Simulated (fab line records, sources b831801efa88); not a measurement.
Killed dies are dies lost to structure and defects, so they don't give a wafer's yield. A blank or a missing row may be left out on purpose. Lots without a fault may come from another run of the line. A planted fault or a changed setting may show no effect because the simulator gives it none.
One fault seen from 2 desks | flow sky130 | each desk has only its own numbers; what lay behind them comes last

THE TOOL OWNER'S DESK: rie_si-02
The tool's own readings at SKY_FIELD_ISO_ETCH_17 (etches Si in HBr/Cl2/O2, target depth 342 nm, time 97.7 s): means of the sampled wafers that have a number, for each lot that ran on this tool. A lot is out of limits, marked OUT, if its mean lies more than 4 standard deviations from the usual mean; the brackets give that distance.
Columns: A = drypump_motor_current_A at SKY_FIELD_ISO_ETCH_17, usual 5.8 A; B = oes_product_au at SKY_FIELD_ISO_ETCH_17, usual 1.004 a.u.; C = run_length_s at SKY_FIELD_ISO_ETCH_17, usual 125.7 s; D = throttle_valve_pct at SKY_FIELD_ISO_ETCH_17, usual 25.653 %
lot  | first seen here | A   | B     | C               | D
L299 | day 2 16:28     | 6.0 | 1.004 | 125.8           | 25.655
L302 | day 3 06:40     | 5.9 | 1.003 | 125.8           | 25.659
L307 | day 4 08:52     | 5.8 | 1.005 | 119.7 (-15) OUT | 25.653
This desk's finding: out of limits on L307; first on L307, day 4 08:52 (run_length_s at SKY_FIELD_ISO_ETCH_17). In limits: L299, L302.

THE METROLOGY DESK
What the gauges read, lot by lot, whatever tool the lot ran on: means of the sampled wafers that have a number. A lot is out of limits, marked OUT, if its mean lies more than 4 standard deviations from the usual mean; the brackets give that distance.
Columns: A = cd_nm at SKY_FIELD_ISO_CD_MEAS_13, usual 149.8 nm
lot  | first seen here | A
L299 | day 2 16:11     | 151.2
L302 | day 3 06:21     | 146.9
L307 | day 4 08:34     | 150.9
L315 | day 6 02:19     | 151.7
L317 | day 6 12:42     | 148.7
This desk's finding: nothing out of limits on any of the 5 lots.

PUT TOGETHER
The tool owner's desk could have raised an alarm at day 4 08:52, on L307.
The metrology desk saw nothing out of limits.
The metrology desk has L307 on record, within its limits.
Of the lots named, all ran SKY_FIELD_ISO_ETCH_17 on rie_si-02.

WHAT THE SIMULATOR HAD PUT IN
Process parameter drift: rie_si-02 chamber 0, from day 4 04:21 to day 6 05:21, at SKY_FIELD_ISO_ETCH_17. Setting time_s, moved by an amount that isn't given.
Lots struck among those shown: L307.
Hours from the fault's start to each desk's first reading out of limits: the tool owner's desk, 5.
